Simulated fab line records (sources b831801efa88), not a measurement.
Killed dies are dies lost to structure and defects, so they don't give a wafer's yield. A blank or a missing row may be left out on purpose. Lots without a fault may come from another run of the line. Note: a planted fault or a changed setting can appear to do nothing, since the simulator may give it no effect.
Chamber matching || flow sky130 || SKY_VIA4_CMP_21 on cmp-02 has 4 sister chambers
The step polishes, stops on SiO2, t overpolish 25 s, target thk 0 nm. 4 wafers are shown with their chamber, then 8 later ones without.

== EACH WAFER AND ITS CHAMBER ==
{"wafer": "L894.1", "chamber": 3, "motor-current-A (A)": 10.5}
{"wafer": "L900.3", "chamber": 1, "motor-current-A (A)": 11.5}
{"wafer": "L900.6", "chamber": 0, "motor-current-A (A)": 8.6}
{"wafer": "L899.4", "chamber": 2, "motor-current-A (A)": 10.3}

== WAFERS WITH NO CHAMBER GIVEN ==
{"wafer": "L899.5", "motor-current-A (A)": 10.4}
{"wafer": "L899.6", "motor-current-A (A)": 9.1}
{"wafer": "L901.1", "motor-current-A (A)": 10.2}
{"wafer": "L901.4", "motor-current-A (A)": 8.7}
{"wafer": "L901.5", "motor-current-A (A)": 10.8}
{"wafer": "L904.1", "motor-current-A (A)": 10.6}
{"wafer": "L904.3", "motor-current-A (A)": 10.2}
{"wafer": "L904.6", "motor-current-A (A)": 11.6}

== EACH ONE'S CHAMBER ==
{"wafer": "L899.5", "from the rows above": "can't be placed: 2 or 3", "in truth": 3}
{"wafer": "L899.6", "from the rows above": 0, "in truth": 0}
{"wafer": "L901.1", "from the rows above": "can't be placed: 2 or 3", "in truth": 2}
{"wafer": "L901.4", "from the rows above": 0, "in truth": 0}
{"wafer": "L901.5", "from the rows above": "can't be placed: 3 or 2 or 1", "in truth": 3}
{"wafer": "L904.1", "from the rows above": "can't be placed: 3 or 2", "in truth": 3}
{"wafer": "L904.3", "from the rows above": "can't be placed: 2 or 3", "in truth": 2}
{"wafer": "L904.6", "from the rows above": 1, "in truth": 1}
3 of 8 placed correctly. From these rows, 5 cannot be placed; in 5 the true chamber is one of the candidates. Placed wrongly: 0.
How it was worked out, from the rows above alone: a wafer's distance from a chamber is the root of the sum, over the readings, of the square of ((its reading less the chamber's mean) divided by the reading's scatter). If the next closest chamber is less than 2 further off than the closest, the wafer can't be placed; otherwise it belongs to the closest. Each chamber's mean is taken over the wafers shown for it. The scatter: with one shown wafer a chamber, the root of the mean of the squares of how far each hidden wafer lies from its nearest shown one.
